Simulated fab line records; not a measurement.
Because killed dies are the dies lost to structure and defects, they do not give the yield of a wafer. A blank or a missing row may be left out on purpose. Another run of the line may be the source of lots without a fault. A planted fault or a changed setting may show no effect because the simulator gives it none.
fab line records -- flow sky130
record: lots: 6, wafers: 18, last_day: 50
route steps=708 shown VIA4@652 METAL5@661
lots that met no fault: taken from a fault-free run of the same line
start_h: start of the lot's first displayed wafer, in hours after the record's first day -- wait_h: how many hours have passed since the lot's step before this one -- " same as the row above -- L1.1+2: a row that stands for several wafers -- - no value, or no start given -- * or withheld: withheld -- < > ~ a bound
route shown NAME@n: NAME is a module with steps in the file, n the number in the route of the first one -- usual: mean and standard deviation over wafers with no fault -- same: alike in all rows -- chamber/n: place in a boat -- sites: readings site by site -- _std_site: their standard deviation -- _edge_site: inner sites' mean taken away from outer sites' mean -- radius_mm: how far each site lies from the wafer's centre -- mask NAME#n: copy n -- behind: the most recent tool/chamber to have shaped the wafer -- hold: why the lot went on hold/how many hours it stayed there/how the hold came to an end -- device: the transistor (n, p or np) that didn't switch -- end of line: the same wafers' tests at the end of the route -- a step without rows: its recipe alone -- killed: dies that structure and defects cost at the first sort, which is not the same as the wafer's yield -- map: dies across one wafer; x = killed, . = not, _ = none there
set.NAME: the setting as run; set.NAME@STEP: as run at that earlier step -- model.NAME: the simulator's own value behind a step, which no gauge read
lots seen at some steps along the route; tables by step, rows by wafer
services: the hour from which a tool's chamber was out of use, counted from the record's first day as start_h (under 0 if before that day), plus the number of hours and why
== steps ==
step: SKY_VIA4_STRIP_13
recipe: chemistry: O2/N2, power_w: 1400, pressure_mtorr: 1500, platen_temp_c: withheld, o2_flow_sccm: 3000, n2_flow_sccm: 300, overash_fraction: 0.5
step: SKY_VIA4_STRIP_14
recipe: chemistry: post_etch_residue_remover, time_s: 1200, temp_c: 72.5
step: SKY_VIA4_CLEAN_15
recipe: chemistry: IPA, time_s: 180, temp_c: 25
step: SKY_VIA4_CLEAN_16
recipe: chemistry: O3/DIW, dry: n2_spin
step: SKY_VIA4_SPUTTER_17
recipe: material: TiN, target_thk_nm: 20, chamber_pressure_pa: 5, power_w: 4000, time_s: 80
usual: cathode_dc_power_W: 4000.0/0.7, chamber_pressure_pa: 5.000/0.01, throttle_valve_pct: 30.2/0.88
lot.wafer,tool,chamber,start_h,wait_h,cathode_dc_power_W,chamber_pressure_pa,throttle_valve_pct
L345.1,pvd_sputter-04,-,1018.99,0.0,3999.6,5.000,31.0
L345.3,pvd_sputter-04,-,1018.99,0.0,4000.6,4.997,30.4
L345.5,pvd_sputter-04,-,1018.99,0.0,3999.8,5.009,30.1
L353.3,pvd_sputter-04,-,1076.04,0.0,3999.9,5.003,30.2
L353.5,pvd_sputter-04,-,1076.04,0.0,3999.2,5.013,27.9
L353.6,pvd_sputter-04,-,1076.04,0.0,4001.3,5.001,30.4
L354.1,pvd_sputter-02,-,1079.59,0.0,3999.2,5.022,29.8
L354.2,pvd_sputter-02,-,1079.59,0.0,4000.2,5.014,31.2
L354.6,pvd_sputter-02,-,1079.59,0.0,3999.5,5.001,29.6
L356.1,pvd_sputter-03,-,1092.32,0.0,4000.8,4.989,30.2
L356.2,pvd_sputter-03,-,1092.32,0.0,3999.5,4.997,30.1
L356.5,pvd_sputter-03,-,1092.32,0.0,3999.8,4.980,30.8
L357.1,pvd_sputter-02,-,1097.51,0.0,4000.9,5.020,29.8
L357.2,pvd_sputter-02,-,1097.51,0.0,4000.2,4.990,29.9
L357.6,pvd_sputter-02,-,1097.51,0.0,3999.4,4.986,30.9
L363.1,pvd_sputter-02,-,1134.68,0.0,3998.9,5.008,31.2
L363.2,pvd_sputter-02,-,1134.68,0.0,3999.4,5.002,29.7
L363.6,pvd_sputter-02,-,1134.68,0.0,4000.3,5.006,29.6
step: SKY_VIA4_CVD_18
recipe: material: W, target_thk_nm: 505, time_s: 152.14, temp_c: 400, pressure_torr: 40
usual: heater_power_w: 869/52
lot.wafer,tool,chamber,start_h,wait_h,heater_power_w,since_wet_clean_h
L345.1,cvd_w-02,0,1019.05,0.0,806,101
L345.3,cvd_w-02,0,1019.05,0.0,830,-
L345.5,cvd_w-02,0,1019.05,0.0,805,-
L353.3,cvd_w-02,1,1076.15,0.1,875,-
L353.5,cvd_w-02,0,1076.15,0.1,808,-
L353.6,cvd_w-02,1,1076.15,0.1,850,-
L354.1,cvd_w-02,1,1079.65,0.0,861,162
L354.2,cvd_w-02,0,1079.65,0.0,818,162
L354.6,cvd_w-02,1,1079.65,0.0,872,-
L356.1,cvd_w-02,1,1092.38,0.0,863,174
L356.2,cvd_w-02,0,1092.38,0.0,815,174
L356.5,cvd_w-02,0,1092.38,0.0,814,-
L357.1,cvd_w-02,1,1097.57,0.0,891,180
L357.2,cvd_w-02,0,1097.57,0.0,818,180
L357.6,cvd_w-02,0,1097.57,0.0,807,-
L363.1,cvd_w-01,1,1134.74,0.0,833,731
L363.2,cvd_w-01,0,1134.74,0.0,941,731
L363.6,cvd_w-01,0,1134.74,0.0,950,-
step: SKY_VIA4_RS_MEAS_19
recipe: thk_meas_gauge: four-point-probe, reads: W_of_VIA4_CVD_18+TiN_of_VIA4_SPUTTER_17
usual: VIA4_W_RS: 0.228/0.0051
lot.wafer,tool,chamber,start_h,wait_h,VIA4_W_RS[ohm/sq]
L345.1,film_metro-03,-,1019.20,0.1,0.226
L345.3,film_metro-03,-,1019.20,0.1,0.227
L345.5,film_metro-03,-,1019.20,0.1,0.229
L353.3,film_metro-01,-,1076.30,0.1,0.219
L353.5,film_metro-01,-,1076.30,0.1,0.228
L353.6,film_metro-01,-,1076.30,0.1,0.219
L354.1,film_metro-03,-,1079.80,0.1,0.221
L354.2,film_metro-03,-,1079.80,0.1,0.232
L354.6,film_metro-03,-,1079.80,0.1,0.223
L356.1,film_metro-01,-,1092.53,0.1,0.220
L356.2,film_metro-01,-,1092.53,0.1,0.229
L356.5,film_metro-01,-,1092.53,0.1,0.230
L357.1,film_metro-03,-,1097.72,0.1,0.219
L357.2,film_metro-03,-,1097.72,0.1,0.228
L357.6,film_metro-03,-,1097.72,0.1,0.229
L363.1,film_metro-01,-,1134.90,0.1,0.230
L363.2,film_metro-01,-,1134.90,0.1,0.225
L363.6,film_metro-01,-,1134.90,0.1,0.229
step: SKY_VIA4_THK_MEAS_20
recipe: thk_meas_gauge: xrf, reads: W_of_VIA4_CVD_18
usual: VIA4_W_THK: 497/13
lot.wafer,tool,chamber,start_h,wait_h,VIA4_W_THK[nm]
L345.1,film_metro-03,-,1019.32,0.1,495
L345.3,film_metro-03,-,1019.32,0.1,495
L345.5,film_metro-03,-,1019.32,0.1,493
L353.3,film_metro-01,-,1076.40,0.1,526
L353.5,film_metro-01,-,1076.40,0.1,504
L353.6,film_metro-01,-,1076.40,0.1,520
L354.1,film_metro-03,-,1079.92,0.1,508
L354.2,film_metro-03,-,1079.92,0.1,482
L354.6,film_metro-03,-,1079.92,0.1,502
L356.1,film_metro-01,-,1092.65,0.1,516
L356.2,film_metro-01,-,1092.65,0.1,493
L356.5,film_metro-01,-,1092.65,0.1,494
L357.1,film_metro-03,-,1097.84,0.1,511
L357.2,film_metro-03,-,1097.84,0.1,491
L357.6,film_metro-03,-,1097.84,0.1,488
L363.1,film_metro-01,-,1135.02,0.1,494
L363.2,film_metro-01,-,1135.02,0.1,505
L363.6,film_metro-01,-,1135.02,0.1,499
step: SKY_VIA4_CMP_21
recipe: stop_on: SiO2, t_overpolish_s: 25, down_force_psi: 3.5, platen_rpm: 60, target_thk_nm: 0, pad_velocity_m_s: 0.94248
usual: edge_zone_pressure_frac: 0.999/0.005, motor_current_A: 10.5/1.3, overpolish_run_s: 24.999/0.0094, time_to_endpoint_s: 123/4.8
lot.wafer,tool,chamber,start_h,wait_h,edge_zone_pressure_frac,motor_current_A,overpolish_run_s,time_to_endpoint_s
L345.3,cmp-02,1,1019.57,0.2,1.013,11.5,25.001,124
L345.1,cmp-02,0,1019.57,0.2,0.997,11.3,25.006,128
L345.5,cmp-02,1,1019.57,0.2,1.011,11.6,25.007,121
L353.3,cmp-02,2,1076.49,0.1,0.988,9.4,25.000,136
L353.6,cmp-02,1,1076.49,0.1,0.995,12.2,24.979,125
L353.5,cmp-02,2,1076.49,0.1,0.991,9.9,24.994,122
L354.2,cmp-01,0,1080.03,0.1,1.000,12.1,25.002,120
L354.1,cmp-01,1,1080.03,0.1,1.001,9.6,24.991,131
L354.6,cmp-01,0,1080.03,0.1,1.001,11.2,25.022,123
L356.1,cmp-01,2,1092.71,0.1,1.003,9.1,24.989,129
L356.2,cmp-01,1,1092.71,0.1,0.993,9.5,24.998,120
L356.5,cmp-01,2,1092.71,0.1,0.995,8.4,24.987,125
L357.2,cmp-01,0,1097.90,0.0,1.007,12.1,25.004,126
L357.1,cmp-01,2,1097.90,0.0,1.002,8.8,24.994,130
L357.6,cmp-01,0,1097.90,0.0,1.010,12.2,24.998,125
L363.1,cmp-01,2,1135.56,0.5,1.004,8.9,24.997,123
L363.2,cmp-01,3,1135.56,0.5,1.005,9.6,25.032,122
L363.6,cmp-01,1,1135.56,0.5,0.999,9.7,24.998,127
step: SKY_METAL5_SPUTTER_00
recipe: material: Ti, target_thk_nm: 15, power_w: 3000, time_s: 10, chamber_pressure_pa: 0.4
step: SKY_METAL5_SPUTTER_01
recipe: material: TiN, target_thk_nm: 20, power_w: 6500, time_s: 16.7, chamber_pressure_pa: 0.4
usual: cathode_dc_power_W: 6500.1/1.2, chamber_pressure_pa: 0.4000/0.00079, throttle_valve_pct: 29.9/1.1
lot.wafer,tool,chamber,start_h,wait_h,cathode_dc_power_W,chamber_pressure_pa,throttle_valve_pct
L345.1,pvd_sputter-03,-,1019.90,0.0,6500.4,0.3999,29.9
L345.3,pvd_sputter-03,-,1019.90,0.0,6500.1,0.4005,31.0
L345.5,pvd_sputter-03,-,1019.90,0.0,6498.9,0.4006,30.7
L353.3,pvd_sputter-01,-,1076.76,0.0,6500.6,0.3992,30.8
L353.5,pvd_sputter-01,-,1076.76,0.0,6499.6,0.3995,27.3
L353.6,pvd_sputter-01,-,1076.76,0.0,6498.7,0.4006,30.7
L354.1,pvd_sputter-03,-,1080.30,0.0,6500.1,0.4007,30.2
L354.2,pvd_sputter-03,-,1080.30,0.0,6500.4,0.4006,31.0
L354.6,pvd_sputter-03,-,1080.30,0.0,6500.9,0.4007,30.0
L356.1,pvd_sputter-01,-,1093.03,0.0,6500.0,0.4008,29.5
L356.2,pvd_sputter-01,-,1093.03,0.0,6499.8,0.4006,29.1
L356.5,pvd_sputter-01,-,1093.03,0.0,6499.0,0.4007,30.7
L357.1,pvd_sputter-03,-,1098.23,0.0,6499.4,0.4014,30.6
L357.2,pvd_sputter-03,-,1098.23,0.0,6499.2,0.3998,30.3
L357.6,pvd_sputter-03,-,1098.23,0.0,6499.6,0.4007,30.1
L363.1,pvd_sputter-03,-,1135.78,0.0,6503.5,0.3995,30.9
L363.2,pvd_sputter-03,-,1135.78,0.0,6500.4,0.3993,30.1
L363.6,pvd_sputter-03,-,1135.78,0.0,6500.0,0.4005,30.3
step: SKY_METAL5_SPUTTER_02
recipe: material: AlCu, target_thk_nm: 1150, power_w: 10600, time_s: 61.2, chamber_pressure_pa: 0.4
usual: cathode_dc_power_W: 10600/2.1, chamber_pressure_pa: 0.4000/0.00093, throttle_valve_pct: 29.9/1.1
lot.wafer,tool,chamber,start_h,wait_h,cathode_dc_power_W,chamber_pressure_pa,throttle_valve_pct
L345.1,pvd_sputter-03,-,1019.92,0.0,10601,0.3991,30.1
L345.3,pvd_sputter-03,-,1019.92,0.0,10596,0.3988,30.9
L345.5,pvd_sputter-03,-,1019.92,0.0,10596,0.4000,31.1
L353.3,pvd_sputter-01,-,1076.78,0.0,10604,0.4010,30.6
L353.5,pvd_sputter-01,-,1076.78,0.0,10600,0.4001,27.5
L353.6,pvd_sputter-01,-,1076.78,0.0,10602,0.3993,30.9
L354.1,pvd_sputter-03,-,1080.33,0.0,10599,0.3991,30.1
L354.2,pvd_sputter-03,-,1080.33,0.0,10599,0.3993,31.1
L354.6,pvd_sputter-03,-,1080.33,0.0,10603,0.3996,30.1
L356.1,pvd_sputter-01,-,1093.06,0.0,10602,0.3999,29.4
L356.2,pvd_sputter-01,-,1093.06,0.0,10601,0.3993,29.3
L356.5,pvd_sputter-01,-,1093.06,0.0,10602,0.4011,30.6
L357.1,pvd_sputter-03,-,1098.25,0.0,10600,0.3996,30.6
L357.2,pvd_sputter-03,-,1098.25,0.0,10597,0.4024,29.8
L357.6,pvd_sputter-03,-,1098.25,0.0,10601,0.4003,30.1
L363.1,pvd_sputter-03,-,1135.80,0.0,10603,0.4010,30.6
L363.2,pvd_sputter-03,-,1135.80,0.0,10604,0.4001,30.1
L363.6,pvd_sputter-03,-,1135.80,0.0,10601,0.3995,30.4
step: SKY_METAL5_SPUTTER_03
recipe: material: Ti, target_thk_nm: 5, power_w: 3000, time_s: 3.3, chamber_pressure_pa: 0.4
usual: cathode_dc_power_W: 3000.0/0.59, chamber_pressure_pa: 0.4001/0.0007, throttle_valve_pct: 29.9/1.1
lot.wafer,tool,chamber,start_h,wait_h,cathode_dc_power_W,chamber_pressure_pa,throttle_valve_pct
L345.1,pvd_sputter-03,-,1019.97,0.0,3000.2,0.4006,30.1
L345.3,pvd_sputter-03,-,1019.97,0.0,3000.0,0.4009,30.9
L345.5,pvd_sputter-03,-,1019.97,0.0,2999.9,0.4000,31.0
L353.3,pvd_sputter-01,-,1076.83,0.0,-,-,-
L353.5,pvd_sputter-01,-,1076.83,0.0,-,-,-
L353.6,pvd_sputter-01,-,1076.83,0.0,-,-,-
L354.1,pvd_sputter-03,-,1080.38,0.0,-,-,-
L354.2,pvd_sputter-03,-,1080.38,0.0,-,-,-
L354.6,pvd_sputter-03,-,1080.38,0.0,-,-,-
L356.1,pvd_sputter-01,-,1093.11,0.0,3000.3,0.4005,29.8
L356.2,pvd_sputter-01,-,1093.11,0.0,2998.9,0.4002,29.1
L356.5,pvd_sputter-01,-,1093.11,0.0,3000.2,0.3995,30.7
L357.1,pvd_sputter-03,-,1098.30,0.0,2999.2,0.4003,30.5
L357.2,pvd_sputter-03,-,1098.30,0.0,2999.5,0.4013,30.1
L357.6,pvd_sputter-03,-,1098.30,0.0,2999.1,0.3990,29.9
L363.1,pvd_sputter-03,-,1135.86,0.0,2999.0,0.3997,30.7
L363.2,pvd_sputter-03,-,1135.86,0.0,3000.9,0.3999,30.0
L363.6,pvd_sputter-03,-,1135.86,0.0,3000.6,0.3995,29.8
step: SKY_METAL5_SPUTTER_04
recipe: material: TiN, target_thk_nm: 70, power_w: 6589, time_s: 58.3, chamber_pressure_pa: 0.4
== services ==
tool,chamber,start_h,hours,kind
cmp-01,-,1008.02,2.6,repair
cmp-02,-,1019.93,16.0,pm
cvd_w-02,1,1039.39,17.4,repair
cvd_w-02,0,1048.24,12.3,repair
cmp-02,-,1048.70,2.6,repair
pvd_sputter-01,-,1049.02,1.7,repair
pvd_sputter-01,-,1062.95,0.6,repair
cmp-02,-,1084.28,4.0,pm
cmp-01,-,1086.34,1.9,repair
cmp-02,-,1088.28,-,consumable_replace:conditioner
cmp-02,-,1088.28,-,consumable_replace:pad
pvd_sputter-03,-,1115.68,1.0,repair
cvd_w-02,-,1118.59,6.0,pm
cmp-02,-,1130.82,9.6,pm
== key ==
first_sign: step: SKY_METAL5_SPUTTER_03, reading: tool_record, direction: missing
effect none on later readings
met_at SKY_METAL5_SPUTTER_03
struck_wafers L353.3,L353.5,L353.6,L354.1,L354.2,L354.6
later_rows_left_out L353.3,L353.5,L353.6,L354.1,L354.2,L354.6
sort_left_out L353.3,L353.5,L353.6,L354.1,L354.2,L354.6
onset_between 1019.97 1076.83
fault: kind: skipped_step_whole, tool: pvd_sputter-01,pvd_sputter-03, chamber: -, onset_h: 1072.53, steps: SKY_METAL5_SPUTTER_03, scope: struck_lots_only
sort_left_out: the simulated sort isn't trusted on such a fault, so these wafers' sort isn't shown, and their yield isn't known
later_rows_left_out: the simulator's readings of these wafers behind a module that went badly wrong aren't trusted and aren't shown, but for the sort
